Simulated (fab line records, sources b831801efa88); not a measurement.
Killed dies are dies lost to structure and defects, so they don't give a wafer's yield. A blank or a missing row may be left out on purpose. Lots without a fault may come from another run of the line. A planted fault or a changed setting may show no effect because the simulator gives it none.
fab line records | flow gf180mcu
record lots=14 wafers=42 last_day=34
route steps=602 shown STI@15 DUAL_GATE@151 POLY_GATE@168
lots that met no fault: from a run of the same line without faults
start_h: hours from the record's first day to the start of the lot's first wafer shown | wait_h: hours since the lot's step before | " the same as in the row above | L1.1+2: a row that stands for several wafers | - no value, or no start given | * or withheld: withheld | < > ~ a bound
route shown NAME@n: a module of which the file shows steps, and the number in the route of the first | usual: mean/standard deviation of fault-free wafers | same: alike in all rows | chamber/n: place in a boat | sites: the reading at each site | _std_site: their standard deviation | _edge_site: outer sites' mean less inner sites' | radius_mm: how far each site lies from the wafer's centre | mask NAME#n: copy n | behind: the tool/chamber that last shaped the wafer | hold: why the lot was held/for how many hours/how that ended | device: the transistor (n, p or np) that didn't switch | end of line: the same wafers' tests at the end of the route | a step without rows: its recipe alone | killed: dies lost to structure and defects at the first sort, not the wafer's yield | map: a wafer's dies, x killed, . not, _ none there
set.NAME: the setting as run; set.NAME@STEP: as run at that earlier step | model.NAME: the simulator's own value behind a step, which no gauge read
steps of the route over a sample of lots; a table a step, a row a wafer
services: from which hour (start_h, from the record's first day; less than 0 if before it) a tool's chamber was out of use, for how many hours, and why
## steps
# step GF_STI_ETCH_14
# recipe target=Si chemistry=HBr/Cl2/O2 target_depth_nm=360 icp_w=600 bias_w=150 pressure_mtorr=15 HBr_flow_sccm=150 Cl2_flow_sccm=40 O2_flow_sccm=6 time_s=102.9
# usual bias_w=150.0/0.45 drypump_motor_current_A=5.6/0.61 oes_product_au=1.000/0.016 throttle_valve_pct=25.657/0.013
# columns lot.wafer tool chamber start_h wait_h bias_w drypump_motor_current_A oes_product_au rf_hours_counter_h throttle_valve_pct
L177.3 rie_si-01 2 25.69 0.0 149.4 5.5 1.004 18 25.648
L177.4 " 0 " " 150.1 6.5 1.002 0 25.653
L177.5 " 3 " " 149.6 5.6 1.004 - 25.651
L178.2 rie_si-02 1 30.44 0.0 150.6 4.9 1.022 69 25.641
L178.5 " 3 " " 150.4 5.4 1.020 - 25.649
L178.6 " 2 " " 150.7 6.4 1.007 - 25.648
L179.1 rie_si-02 2 35.54 0.0 149.0 6.4 0.996 4 25.671
L179.3 " 3 " " 150.3 5.4 1.022 110 25.646
L179.6 " 3 " " 149.6 5.4 1.017 - 25.640
L181.1 rie_si-02 2 45.50 0.0 149.9 6.4 1.000 4 25.664
L181.2 " 1 " " 150.1 4.9 1.027 69 25.624
L181.5 " 1 " " 149.8 4.9 1.020 - 25.644
L184.2 rie_si-01 3 67.55 0.0 149.8 5.6 1.003 90 25.645
L184.3 " 0 " " 150.6 6.4 0.993 1 25.668
L184.5 " 2 " " 150.5 5.5 0.990 - 25.648
L186.2 rie_si-01 0 73.94 0.0 150.4 6.5 1.003 1 25.654
L186.3 " 2 " " 149.7 5.5 0.993 18 25.652
L186.6 " 0 " " 150.4 6.6 1.009 - 25.643
L187.1 rie_si-01 3 77.00 0.0 149.2 5.6 1.008 90 25.658
L187.3 " 2 " " 149.1 5.6 0.999 18 25.658
L187.4 " 1 " " 150.2 4.6 0.985 68 25.676
L188.1 rie_si-01 2 82.49 0.0 150.5 5.5 0.994 18 25.668
L188.2 " 0 " " 150.0 6.6 1.002 1 25.656
L188.5 " 2 " " 149.9 5.5 0.996 - 25.660
L194.2 rie_si-02 2 112.77 0.0 149.3 6.4 0.998 4 25.646
L194.3 " 1 " " 149.9 4.9 1.016 69 25.646
L194.5 " 3 " " 149.5 5.4 1.019 - 25.638
L196.2 rie_si-01 1 126.09 0.0 150.6 4.6 0.989 68 25.661
L196.3 " 0 " " 149.1 6.5 0.993 2 25.670
L196.4 " 2 " " 150.6 5.5 0.996 19 25.659
L197.3 rie_si-02 1 128.74 0.0 149.5 4.9 1.029 69 25.652
L197.5 " 0 " " 148.9 5.3 0.985 - 25.647
L197.6 " 2 " " 150.1 6.5 1.001 - 25.669
L198.2 rie_si-01 0 134.14 0.0 149.8 6.5 1.006 2 25.663
L198.4 " 2 " " 150.9 5.5 0.996 19 25.661
L198.5 " 2 " " 150.2 5.5 0.986 - 25.664
L199.1 rie_si-02 2 139.24 0.0 149.7 6.4 1.007 4 25.651
L199.4 " 0 " " 149.3 5.3 0.982 - 25.667
L199.5 " 0 " " 149.8 5.3 0.980 - 25.662
L200.2 rie_si-01 1 143.92 0.0 149.8 4.6 0.978 68 25.664
L200.3 " 3 " " 150.0 5.6 0.991 91 25.680
L200.4 " 2 " " 150.2 5.5 0.983 19 25.671
# step GF_DUAL_GATE_DEVELOP_10
# recipe develop_time_s=60 dev_temp_c=23
# usual chill_plate_temp_C=22.98/0.11 develop_time_s=60/0
# columns lot.wafer tool chamber start_h wait_h chill_plate_temp_C develop_time_s
L177.3 litho_track-03 0 176.54 0.1 23.10 60
L177.4 " 0 " " 22.95 60
L177.5 " 0 " " 23.01 60
L178.2 litho_track-04 0 179.28 0.1 23.10 60
L178.5 " 0 " " 23.16 60
L178.6 " 0 " " 23.03 60
L179.1 litho_track-04 0 192.66 0.1 22.90 60
L179.3 " 0 " " 22.91 60
L179.6 " 0 " " 22.86 60
L181.1 litho_track-04 0 210.46 0.1 22.97 60
L181.2 " 0 " " 23.02 60
L181.5 " 0 " " 22.84 60
L184.2 litho_track-04 0 237.13 0.1 22.99 60
L184.3 " 0 " " 23.00 60
L184.5 " 0 " " 23.11 60
L186.2 litho_track-02 0 238.81 0.1 22.99 60
L186.3 " 0 " " 22.99 60
L186.6 " 0 " " 23.03 60
L187.1 litho_track-03 0 247.24 0.1 23.18 60
L187.3 " 0 " " 23.02 60
L187.4 " 0 " " 23.07 60
L188.1 litho_track-04 0 253.51 0.1 22.92 60
L188.2 " 0 " " 22.99 60
L188.5 " 0 " " 22.97 60
L194.2 litho_track-02 0 296.46 0.1 23.07 60
L194.3 " 0 " " 22.90 60
L194.5 " 0 " " 23.03 60
L196.2 litho_track-04 - 309.93 0.1 - -
L196.3 " - " " - -
L196.4 " - " " - -
L197.3 litho_track-04 - 315.66 0.1 - -
L197.5 " - " " - -
L197.6 " - " " - -
L198.2 litho_track-03 0 319.92 0.1 23.03 60
L198.4 " 0 " " 22.86 60
L198.5 " 0 " " 22.91 60
L199.1 litho_track-04 0 329.61 0.1 22.85 60
L199.4 " 0 " " 22.93 60
L199.5 " 0 " " 22.90 60
L200.2 litho_track-04 0 335.93 0.1 22.99 60
L200.3 " 0 " " 22.94 60
L200.4 " 0 " " 23.01 60
# step GF_POLY_GATE_OVL_MEAS_11
# usual POLY_GATE_OVL=-4/5.5
# columns lot.wafer tool chamber start_h wait_h POLY_GATE_OVL[nm]
L177.3 overlay-02 - 197.41 0.1 -11
L177.4 " - " " -15
L177.5 " - " " -10
L178.2 overlay-01 - 199.65 0.1 -12
L178.5 " - " " -9
L178.6 " - " " -5
L179.1 overlay-01 - 213.63 0.1 4
L179.3 " - " " -1
L179.6 " - " " 0
L181.1 overlay-01 - 231.86 0.1 0
L181.2 " - " " -1
L181.5 " - " " -2
L184.2 overlay-02 - 259.22 0.1 -6
L184.3 " - " " -8
L184.5 " - " " -6
L186.2 overlay-02 - 263.22 0.1 -5
L186.3 " - " " -1
L186.6 " - " " -4
L187.1 overlay-02 - 272.06 0.1 -2
L187.3 " - " " -3
L187.4 " - " " -2
L188.1 overlay-01 - 275.71 0.1 -7
L188.2 " - " " -3
L188.5 " - " " -9
L194.2 overlay-01 - 321.32 0.1 3
L194.3 " - " " -4
L194.5 " - " " 1
L198.2 overlay-01 - 345.90 0.1 -13
L198.4 " - " " -8
L198.5 " - " " -9
L199.1 overlay-02 - 353.86 0.1 -7
L199.4 " - " " -1
L199.5 " - " " -8
L200.2 overlay-02 - 363.25 0.1 0
L200.3 " - " " 1
L200.4 " - " " 1
# step GF_POLY_GATE_THK_MEAS_17
# recipe reads=SiO2_of_POLY_GATE_OXIDATION_16
# usual POLY_GATE_OXIDATION_THK=4.04/0.07
# columns lot.wafer tool chamber start_h wait_h POLY_GATE_OXIDATION_THK[nm]
L177.3 film_metro-04 - 199.28 0.0 4.05
L177.4 " - " " 4.06
L177.5 " - " " 3.95
L178.2 film_metro-01 - 201.19 0.0 4.06
L178.5 " - " " 4.11
L178.6 " - " " 4.15
L179.1 film_metro-04 - 215.18 0.0 4.10
L179.3 " - " " 4.00
L179.6 " - " " 4.00
L181.1 film_metro-03 - 233.46 0.0 3.99
L181.2 " - " " 4.01
L181.5 " - " " 4.03
L184.2 film_metro-01 - 260.88 0.0 3.98
L184.3 " - " " 3.96
L184.5 " - " " 3.96
L186.2 film_metro-03 - 264.76 0.0 3.98
L186.3 " - " " 3.93
L186.6 " - " " 3.93
L187.1 film_metro-01 - 275.76 0.0 4.12
L187.3 " - " " 4.07
L187.4 " - " " 3.99
L188.1 film_metro-03 - 278.41 0.0 4.11
L188.2 " - " " 4.10
L188.5 " - " " 4.13
L194.2 film_metro-01 - 324.27 0.0 3.99
L194.3 " - " " 4.06
L194.5 " - " " 3.97
L198.2 film_metro-03 - 353.08 0.0 4.07
L198.4 " - " " 4.03
L198.5 " - " " 4.08
L199.1 film_metro-01 - 360.17 0.1 4.13
L199.4 " - " " 4.06
L199.5 " - " " 3.94
L200.2 film_metro-01 - 369.83 0.0 4.23
L200.3 " - " " 4.18
L200.4 " - " " 4.23
## services
# columns tool chamber start_h hours kind
rie_si-01 3 21.94 1.1 repair
rie_si-02 - 62.11 28.1 pm
rie_si-01 1 68.20 7.1 repair
rie_si-01 - 78.87 0.4 repair
rie_si-02 3 120.82 20.8 repair
rie_si-02 1 139.21 3.5 repair
litho_track-02 - 170.96 - consumable_replace:filter
rie_si-01 1 217.25 2.2 repair
rie_si-01 - 222.56 0.2 repair
litho_track-03 - 223.89 - consumable_replace:filter
litho_track-02 - 249.37 - consumable_replace:filter
rie_si-02 3 253.45 - clean
rie_si-02 3 253.45 13.4 scheduled_down
rie_si-02 3 253.45 13.4 vent_cycle
rie_si-01 - 270.47 2.8 pm
rie_si-01 0 333.37 8.1 repair
## key
first_sign step=GF_DUAL_GATE_DEVELOP_10 reading=tool_record direction=missing
effect none on later readings
met_at GF_DUAL_GATE_DEVELOP_10
struck_lots L196,L197
later_rows_left_out L196.2,L196.3,L196.4,L197.3,L197.5,L197.6
sort_left_out L196.2,L196.3,L196.4,L197.3,L197.5,L197.6
tester_left_out L196,L197
not_acting_at GF_STI_ETCH_14,GF_POLY_GATE_OVL_MEAS_11,GF_POLY_GATE_THK_MEAS_17
onset_between 253.51 309.93
fault kind=skipped_step_whole tool=litho_track-04 chamber=- onset_h=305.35 steps=GF_DUAL_GATE_DEVELOP_10 scope=struck_lots_only
# tester_left_out: of these lots the tester's yield and bins aren't shown, on N5 and GAA mostly nor the transistor test; their killed dies are dies lost to structure and defects alone, not to doping, threshold or leakage, so they don't give the yield
# sort_left_out: the simulated sort isn't trusted on such a fault, so these wafers' sort isn't shown, and their yield isn't known
# later_rows_left_out: the simulator's readings of these wafers behind a module that went badly wrong aren't trusted and aren't shown, but for the sort
